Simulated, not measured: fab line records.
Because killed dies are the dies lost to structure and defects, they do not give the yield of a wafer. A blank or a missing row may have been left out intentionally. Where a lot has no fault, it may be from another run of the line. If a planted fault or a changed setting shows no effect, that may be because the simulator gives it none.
Which tool was responsible? :: flow sky130 :: 14 lots, 42 wafers sampled, at 3 steps of a route of 708

## WHAT EACH GAUGE READ, for each wafer
SKY_VIA2_OVL_MEAS_13.
lot: L979
measured: day 36 15:20
on: overlay-01
VIA2_OVL (nm): 3 -1 -1

lot: L980
measured: day 36 21:31
on: overlay-01
VIA2_OVL (nm): 1 1 -2

lot: L981
measured: day 37 14:25
on: overlay-01
VIA2_OVL (nm): -10 -4 0

lot: L989
measured: day 39 22:58
on: overlay-01
VIA2_OVL (nm): -1 0 1

lot: L991
measured: day 40 09:02
on: overlay-02
VIA2_OVL (nm): 1 -1 0

lot: L993
measured: day 40 16:05
on: overlay-01
VIA2_OVL (nm): -3 -3 -3

lot: L994
measured: day 40 23:31
on: overlay-02
VIA2_OVL (nm): -5 -14 -8

lot: L995
measured: day 41 07:19
on: overlay-02
VIA2_OVL (nm): 1 -3 -4

lot: L996
measured: day 41 16:59
on: overlay-01
VIA2_OVL (nm): 3 0 -3

lot: L997
measured: day 41 19:49
on: overlay-01
VIA2_OVL (nm): 3 -2 1

lot: L998
measured: day 42 06:17
on: overlay-02
VIA2_OVL (nm): 13 7 12

lot: L999
measured: day 42 12:25
on: overlay-02
VIA2_OVL (nm): -13 -6 -2

lot: L101
measured: day 42 22:19
on: overlay-01
VIA2_OVL (nm): 4 -1 9

lot: L102
measured: day 43 05:40
on: overlay-01
VIA2_OVL (nm): -2 -2 -3

SKY_VIA3_BOW_MEAS_03.
lot: L979
measured: day 38 23:26
on: filmMetro-02
VIA3_BOW (um): 84 92 87

lot: L980
measured: day 39 04:48
on: filmMetro-04
VIA3_BOW (um): 70 85 88

lot: L981
measured: day 39 20:53
on: filmMetro-02
VIA3_BOW (um): 94 67 79

lot: L989
measured: day 42 02:45
on: filmMetro-02
VIA3_BOW (um): 69 77 69

lot: L991
measured: day 42 14:19
on: filmMetro-04
VIA3_BOW (um): 85 84 77

lot: L993
measured: day 42 19:00
on: filmMetro-02
VIA3_BOW (um): 82 68 71

lot: L994
measured: day 43 02:28
on: filmMetro-04
VIA3_BOW (um): 81 84 81

lot: L995
measured: day 43 10:34
on: filmMetro-04
VIA3_BOW (um): 70 83 61

lot: L996
measured: day 43 19:34
on: filmMetro-02
VIA3_BOW (um): 90 68 79

lot: L997
measured: day 43 23:08
on: filmMetro-04
VIA3_BOW (um): 78 72 93

lot: L998
measured: day 44 08:07
on: filmMetro-04
VIA3_BOW (um): 79 70 74

lot: L999
measured: day 44 14:08
on: filmMetro-04
VIA3_BOW (um): 73 70 79

lot: L101
measured: day 44 22:35
on: filmMetro-03
VIA3_BOW (um): 74 62 77

lot: L102
measured: day 45 06:26
on: filmMetro-03
VIA3_BOW (um): 79 80 80

## EACH LOT AND THE TOOL THAT RAN IT (in order: tool; ch and the chambers of the sampled wafers; start)
lot: L979
SKY_VIA2_STRIP_16: plasmaAsher-01 ch 0, day 36 15:28

lot: L980
SKY_VIA2_STRIP_16: plasmaAsher-04 ch 0, day 36 21:39

lot: L981
SKY_VIA2_STRIP_16: plasmaAsher-03 ch 0,1, day 37 14:34

lot: L989
SKY_VIA2_STRIP_16: plasmaAsher-03 ch 0,1, day 39 23:06

lot: L991
SKY_VIA2_STRIP_16: plasmaAsher-03 ch 0,1, day 40 09:11

lot: L993
SKY_VIA2_STRIP_16: plasmaAsher-01 ch 0,1, day 40 16:15

lot: L994
SKY_VIA2_STRIP_16: plasmaAsher-04 ch 0,1, day 40 23:40

lot: L995
SKY_VIA2_STRIP_16: plasmaAsher-03 ch 0,1, day 41 07:27

lot: L996
SKY_VIA2_STRIP_16: plasmaAsher-03 ch 0,1, day 41 17:07

lot: L997
SKY_VIA2_STRIP_16: plasmaAsher-01 ch 1, day 41 19:57

lot: L998
SKY_VIA2_STRIP_16: plasmaAsher-01 ch 0,1, day 42 06:26

lot: L999
SKY_VIA2_STRIP_16: plasmaAsher-01 ch 0,1, day 42 12:33

lot: L101
SKY_VIA2_STRIP_16: plasmaAsher-01 ch 0,1, day 42 22:28

lot: L102
SKY_VIA2_STRIP_16: plasmaAsher-01 ch 0, day 43 05:49
- SKY_VIA2_STRIP_16: strips in O2/N2.

## WHAT THE TOOLS THEMSELVES READ (means of the sampled wafers that have a number; where no wafer has one, the mark that the record gives instead)
SKY_VIA2_STRIP_16.
lot: L979
tool: plasmaAsher-01
drypumpMotorCurrentA (A): 5.51
oesProductAu (a.u.): 0.397
stripTimeToEndpointS (s): 4.04

lot: L980
tool: plasmaAsher-04
drypumpMotorCurrentA (A): 5.14
oesProductAu (a.u.): 0.398
stripTimeToEndpointS (s): 4.02

lot: L981
tool: plasmaAsher-03
drypumpMotorCurrentA (A): 5.56
oesProductAu (a.u.): 0.393
stripTimeToEndpointS (s): 4.01

lot: L989
tool: plasmaAsher-03
drypumpMotorCurrentA (A): 5.58
oesProductAu (a.u.): 0.396
stripTimeToEndpointS (s): 4.05

lot: L991
tool: plasmaAsher-03
drypumpMotorCurrentA (A): 5.55
oesProductAu (a.u.): 0.402
stripTimeToEndpointS (s): 4.08

lot: L993
tool: plasmaAsher-01
drypumpMotorCurrentA (A): 5.48
oesProductAu (a.u.): 0.400
stripTimeToEndpointS (s): 4.05

lot: L994
tool: plasmaAsher-04
drypumpMotorCurrentA (A): 5.32
oesProductAu (a.u.): 0.398
stripTimeToEndpointS (s): 4.06

lot: L995
tool: plasmaAsher-03
drypumpMotorCurrentA (A): 5.42
oesProductAu (a.u.): 0.403
stripTimeToEndpointS (s): 4.06

lot: L996
tool: plasmaAsher-03
drypumpMotorCurrentA (A): 5.41
oesProductAu (a.u.): 0.401
stripTimeToEndpointS (s): 4.02

lot: L997
tool: plasmaAsher-01
drypumpMotorCurrentA (A): 5.44
oesProductAu (a.u.): 0.395
stripTimeToEndpointS (s): 4.04

lot: L998
tool: plasmaAsher-01
drypumpMotorCurrentA (A): 5.45
oesProductAu (a.u.): 0.401
stripTimeToEndpointS (s): 4.10

lot: L999
tool: plasmaAsher-01
drypumpMotorCurrentA (A): 5.47
oesProductAu (a.u.): 0.399
stripTimeToEndpointS (s): 4.06

lot: L101
tool: plasmaAsher-01
drypumpMotorCurrentA (A): 5.49
oesProductAu (a.u.): 0.401
stripTimeToEndpointS (s): 4.05

lot: L102
tool: plasmaAsher-01
drypumpMotorCurrentA (A): 5.52
oesProductAu (a.u.): 0.402
stripTimeToEndpointS (s): 4.07

## THE ANSWER, worked out from the rows above alone
Rule: usual is defined by the lots themselves. The widest of any qualifying gaps counts: lots, ordered by their means at a reading, are off when they make up no more than a third of the lots, leave a main group of 4 or more, and stand apart from it by 3 or more times the standard deviation of that group's means. Not used: any main group whose means are identical at the precision the tables above print for the reading. A lot without any number at a reading at which 4 lots or more have one is off too. The other lots that the step has rows for count as sound. First the gauges in route order, then the tools' own readings, where a lot's mean is used as printed above. The first step at which some lot is off is used, and at that step the reading that is off furthest; a lot without a number counts as furthest.
None of the lots is off at any reading shown; this tells nothing.

## WHAT THE SIMULATOR PUT IN
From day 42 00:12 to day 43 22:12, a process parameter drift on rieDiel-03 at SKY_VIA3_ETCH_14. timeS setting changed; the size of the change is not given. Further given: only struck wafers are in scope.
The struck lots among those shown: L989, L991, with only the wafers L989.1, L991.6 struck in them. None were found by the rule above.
